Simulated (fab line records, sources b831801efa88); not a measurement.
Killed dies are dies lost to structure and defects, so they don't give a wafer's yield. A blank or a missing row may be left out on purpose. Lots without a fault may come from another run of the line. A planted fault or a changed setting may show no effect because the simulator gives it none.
Which tool did it? | flow sky130 | 10 lots, 30 wafers sampled, at 6 steps of a route of 708

WHAT THE GAUGES READ, wafer by wafer
SKY_CAPM_RS_MEAS_03: measures by four-point-probe.
lot  | measured     | on            | CAPM_TIN_RS (ohm/sq)
L326 | day 37 07:00 | film_metro-03 | 6.78 6.94 6.81
L330 | day 39 04:32 | film_metro-03 | 6.50 6.51 6.53
L331 | day 39 07:12 | film_metro-04 | 6.52 6.49 6.50
L341 | day 41 07:38 | film_metro-04 | 6.87 6.76 6.88
L342 | day 41 20:11 | film_metro-02 | 6.87 6.89 6.91
L343 | day 42 00:27 | film_metro-02 | 6.95 7.01 7.04
L344 | day 42 04:10 | film_metro-02 | 7.04 6.95 7.01
L345 | day 42 12:22 | film_metro-03 | 6.94 6.89 6.91
L346 | day 42 17:30 | film_metro-02 | 7.00 6.98 6.97
L347 | day 42 22:55 | film_metro-02 | 6.97 7.02 7.01

SKY_CAPM_THK_MEAS_04: measures by xrf.
lot  | measured     | on            | CAPM_TIN_THK (nm)
L326 | day 37 07:07 | film_metro-03 | 203.5 197.9 201.8
L330 | day 39 04:39 | film_metro-03 | 213.5 213.3 212.6
L331 | day 39 07:19 | film_metro-04 | 208.6 211.2 209.5
L341 | day 41 07:44 | film_metro-04 | 199.8 204.6 201.1
L342 | day 41 20:19 | film_metro-02 | 203.3 202.4 202.5
L343 | day 42 00:34 | film_metro-02 | 198.6 197.3 196.4
L344 | day 42 04:17 | film_metro-02 | 197.3 199.1 198.3
L345 | day 42 12:29 | film_metro-03 | 199.0 201.3 200.4
L346 | day 42 17:37 | film_metro-02 | 197.4 199.3 198.0
L347 | day 42 23:02 | film_metro-02 | 199.4 197.1 197.2

WHICH TOOL RAN EACH LOT (tool, then ch and the chambers of the sampled wafers, then the start)
lot  | SKY_METAL2_SPUTTER_01        | SKY_METAL3_SPUTTER_00        | SKY_METAL3_SPUTTER_04        | SKY_CAPM_SPUTTER_02
L326 | pvd_sputter-01, day 34 23:55 | pvd_sputter-02, day 37 06:38 | pvd_sputter-02, day 37 06:44 | pvd_sputter-01, day 37 06:52
L330 | pvd_sputter-01, day 36 22:33 | pvd_sputter-03, day 39 04:11 | pvd_sputter-03, day 39 04:17 | pvd_sputter-04, day 39 04:26
L331 | pvd_sputter-03, day 37 01:47 | pvd_sputter-02, day 39 06:51 | pvd_sputter-02, day 39 06:58 | pvd_sputter-04, day 39 07:05
L341 | pvd_sputter-01, day 39 03:30 | pvd_sputter-03, day 41 07:14 | pvd_sputter-03, day 41 07:20 | pvd_sputter-01, day 41 07:29
L342 | pvd_sputter-04, day 39 16:54 | pvd_sputter-01, day 41 19:51 | pvd_sputter-01, day 41 19:57 | pvd_sputter-02, day 41 20:05
L343 | pvd_sputter-03, day 39 20:31 | pvd_sputter-03, day 42 00:05 | pvd_sputter-03, day 42 00:11 | pvd_sputter-04, day 42 00:20
L344 | pvd_sputter-03, day 40 00:21 | pvd_sputter-03, day 42 03:48 | pvd_sputter-03, day 42 03:55 | pvd_sputter-02, day 42 04:02
L345 | pvd_sputter-03, day 40 08:35 | pvd_sputter-02, day 42 12:01 | pvd_sputter-02, day 42 12:07 | pvd_sputter-04, day 42 12:15
L346 | pvd_sputter-03, day 40 15:22 | pvd_sputter-02, day 42 17:08 | pvd_sputter-02, day 42 17:14 | pvd_sputter-04, day 42 17:22
L347 | pvd_sputter-01, day 40 20:29 | pvd_sputter-03, day 42 22:34 | pvd_sputter-03, day 42 22:41 | pvd_sputter-04, day 42 22:49
- SKY_METAL2_SPUTTER_01: material TiN, target thk 20 nm, time 16.7 s.
- SKY_METAL3_SPUTTER_00: material Ti, target thk 15 nm, time 10 s.
- SKY_METAL3_SPUTTER_04: material TiN, target thk 70 nm, time 58.3 s.
- SKY_CAPM_SPUTTER_02: material TiN, target thk 200 nm, time 166.7 s.

WHAT THE TOOLS THEMSELVES READ (means of the sampled wafers that have a number; where no wafer has one, the mark that the record gives instead)
SKY_METAL2_SPUTTER_01.
lot  | tool           | cathode_dc_power_W (W) | throttle_valve_pct (%)
L326 | pvd_sputter-01 | 6500.3                 | 29.6
L330 | pvd_sputter-01 | 6500.0                 | 30.6
L331 | pvd_sputter-03 | 6499.9                 | 30.4
L341 | pvd_sputter-01 | 6501.9                 | 29.6
L342 | pvd_sputter-04 | 6499.8                 | 29.8
L343 | pvd_sputter-03 | 6499.9                 | 29.9
L344 | pvd_sputter-03 | 6500.3                 | 31.1
L345 | pvd_sputter-03 | 6499.2                 | 30.6
L346 | pvd_sputter-03 | 6499.3                 | 30.5
L347 | pvd_sputter-01 | 6500.9                 | 30.6

SKY_METAL3_SPUTTER_00.
lot  | tool           | cathode_dc_power_W (W) | throttle_valve_pct (%)
L326 | pvd_sputter-02 | 2999.7                 | 29.6
L330 | pvd_sputter-03 | 3000.1                 | 29.8
L331 | pvd_sputter-02 | 2999.8                 | 29.3
L341 | pvd_sputter-03 | 2999.9                 | 31.1
L342 | pvd_sputter-01 | 3000.3                 | 30.5
L343 | pvd_sputter-03 | 2999.4                 | 30.1
L344 | pvd_sputter-03 | 3000.1                 | 29.7
L345 | pvd_sputter-02 | 3000.0                 | 29.3
L346 | pvd_sputter-02 | 2999.8                 | 29.3
L347 | pvd_sputter-03 | 3000.9                 | 29.9

SKY_METAL3_SPUTTER_04.
lot  | tool           | cathode_dc_power_W (W) | throttle_valve_pct (%)
L326 | pvd_sputter-02 | 6500.9                 | 29.5
L330 | pvd_sputter-03 | 6501.1                 | 29.8
L331 | pvd_sputter-02 | 6500.5                 | 29.3
L341 | pvd_sputter-03 | 6499.9                 | 31.1
L342 | pvd_sputter-01 | 6499.9                 | 30.4
L343 | pvd_sputter-03 | 6499.8                 | 29.9
L344 | pvd_sputter-03 | 6500.3                 | 29.8
L345 | pvd_sputter-02 | 6499.6                 | 29.5
L346 | pvd_sputter-02 | 6499.2                 | 29.4
L347 | pvd_sputter-03 | 6499.9                 | 29.8

SKY_CAPM_SPUTTER_02.
lot  | tool           | cathode_dc_power_W (W) | substrate_temp_c (C) | throttle_valve_pct (%)
L326 | pvd_sputter-01 | 6498.9                 | 300.16               | 30.9
L330 | pvd_sputter-04 | 6499.6                 | 299.90               | 30.5
L331 | pvd_sputter-04 | 6499.2                 | 299.78               | 30.3
L341 | pvd_sputter-01 | 6500.2                 | 300.06               | 30.4
L342 | pvd_sputter-02 | 6500.7                 | 299.93               | 29.7
L343 | pvd_sputter-04 | 6500.2                 | 299.96               | 30.1
L344 | pvd_sputter-02 | 6499.6                 | 299.90               | 29.2
L345 | pvd_sputter-04 | 6501.0                 | 299.74               | 29.6
L346 | pvd_sputter-04 | 6500.2                 | 300.03               | 29.7
L347 | pvd_sputter-04 | 6500.3                 | 299.96               | 29.9

THE ANSWER, worked out from the rows above alone
Rule: what is usual is taken from the lots themselves. Put in order of their means at a reading, lots are off if they are a third of the lots or fewer, leave a main group of 4 or more, and stand apart from it by a gap of 3 or more times the standard deviation of the main group's means; of several such gaps the widest counts. A main group whose means are all the same, to the digits that the tables above print for the reading, isn't used. A lot without any number at a reading at which 4 lots or more have one is off too. The other lots that the step has rows for count as sound. The gauges are gone through in route order, then the tools' own readings, and for those a lot's mean is taken as printed above. The first step at which some lot is off is used, and at that step the reading that is off furthest; a lot without a number counts as furthest.
Off: L330, L331, at SKY_CAPM_RS_MEAS_03 (CAPM_TIN_RS). The main group: mean 6.93 ohm/sq, standard deviation 0.067.
A tool fits if, at a process step before that reading, it ran every lot that is off, and no sound lot after the first of them. The gauges at SKY_CAPM_RS_MEAS_03 are tried like those tools. None of those tried fits.

WHAT THE SIMULATOR HAD PUT IN
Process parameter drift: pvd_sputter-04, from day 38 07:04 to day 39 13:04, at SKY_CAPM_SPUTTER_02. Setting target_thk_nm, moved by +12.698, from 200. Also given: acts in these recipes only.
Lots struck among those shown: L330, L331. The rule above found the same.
